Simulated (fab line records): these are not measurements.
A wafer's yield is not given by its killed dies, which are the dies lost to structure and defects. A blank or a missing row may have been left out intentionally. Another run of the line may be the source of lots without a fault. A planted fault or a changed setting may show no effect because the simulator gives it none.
Commonality check across tools -- flow gf180mcu -- 45 wafers sampled across 13 lots

== WHY THIS WAS OPENED ==
On 2 of the 13 lots, a flag is raised at GF_SAB_CD_MEAS_09 on the reading cdNm. Fault-free wafers read 420.4 nm, with a standard deviation of 2.
Rule: a lot is flagged in two cases, either no wafer of it has a number, or all its wafers with numbers fall more than 4 standard deviations from that mean. The other lots count as sound.

lot,measured,on,"cdNm (nm), wafer by wafer",flag
L410,day 15 01:18,cdSem-01,423.4 420.9 421.6,
L411,day 15 07:51,cdSem-02,418.1 416.8 416.5,
L412,day 15 19:07,cdSem-01,419.0 420.8 420.6,
L415,day 17 00:28,cdSem-01,421.6 421.6 420.7,
L418,day 18 03:53,cdSem-02,418.6 419.2 418.2,
L419,day 18 11:44,cdSem-01,465.9 466.3 465.1 465.7 466.6 465.2,FLAGGED
L422,day 19 20:51,cdSem-02,455.3 453.8 455.2 454.9 454.1 455.2,FLAGGED
L423,day 19 23:57,cdSem-02,420.2 419.6 418.2,
L424,day 20 07:49,cdSem-02,419.2 418.2 420.9,
L426,day 21 01:26,cdSem-01,420.2 421.5 421.4,
L427,day 21 07:03,cdSem-01,424.5 421.8 421.7,
L432,day 22 20:49,cdSem-01,422.2 421.4 419.8,
L433,day 23 03:58,cdSem-01,416.6 419.1 418.9,
Average over the flagged lots: 460.3 nm; offset from the usual +39.9 nm, equal to +20 standard deviations.

== TOOL THAT RAN EACH LOT ==
The record holds 1 process step before the reading, out of a route of 602 steps. Each cell gives the tool, then ch followed by the chambers the sampled wafers passed through, then the start.
lot,flag,GF_SAB_EXPOSE_06
L410,,"ilineStepper-01 ch 0, day 14 15:11"
L411,,"ilineStepper-02 ch 0, day 14 21:47"
L412,,"ilineStepper-02 ch 0, day 15 08:25"
L415,,"ilineStepper-01 ch 0, day 16 13:28"
L418,,"ilineStepper-02 ch 0, day 17 16:17"
L419,FLAGGED,"ilineStepper-01 ch 0, day 17 23:55"
L422,FLAGGED,"ilineStepper-01 ch 0, day 19 08:34"
L423,,"ilineStepper-02 ch 0, day 19 11:55"
L424,,"ilineStepper-02 ch 0, day 19 20:13"
L426,,"ilineStepper-02 ch 0, day 20 13:11"
L427,,"ilineStepper-02 ch 0, day 20 19:03"
L432,,"ilineStepper-02 ch 0, day 22 09:38"
L433,,"ilineStepper-02 ch 0, day 22 16:28"
What the steps here do:
- GF_SAB_EXPOSE_06: exposes mask SAB, target cd 420 nm.
- GF_SAB_CD_MEAS_09: target cd 420 nm.

== FLAGGED AGAINST TOTAL, ONE TOOL AT A TIME (gauges that did the reading follow at the end) ==
step,tool,lots run,flagged,share of the flagged lots,sound lots run after its first flagged lot
GF_SAB_EXPOSE_06,ilineStepper-01,4,2,all,0
GF_SAB_EXPOSE_06,ilineStepper-02,9,0,none,-
GF_SAB_CD_MEAS_09,cdSem-01,8,1,some,"4 (L426,L427,L432,L433)"
GF_SAB_CD_MEAS_09,cdSem-02,5,1,some,"2 (L423,L424)"

== THE TABLE: WHAT IT ALLOWS ==
Rows of the table that ran each flagged lot: 1, that is ilineStepper-01 at GF_SAB_EXPOSE_06.
- ilineStepper-01 at GF_SAB_EXPOSE_06 ran 4 lots, 2 of them flagged. Its last sound lot is L415 (day 16 13:28), its first flagged lot L419 (day 17 23:55): a fault that began between those two fits. Its own readings lie more than 4 standard deviations out on every wafer of the flagged lots: exposureDoseMJCm2.
What remains is a single tool, ilineStepper-01 at GF_SAB_EXPOSE_06.

== WHAT THE SIMULATOR PUT IN ==
Drift in process parameters on ilineStepper-01 at GF_SAB_EXPOSE_06, starting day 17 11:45. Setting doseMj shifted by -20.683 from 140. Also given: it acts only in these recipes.
Lots struck among those shown: L419, L422. The rule given above showed the same thing.
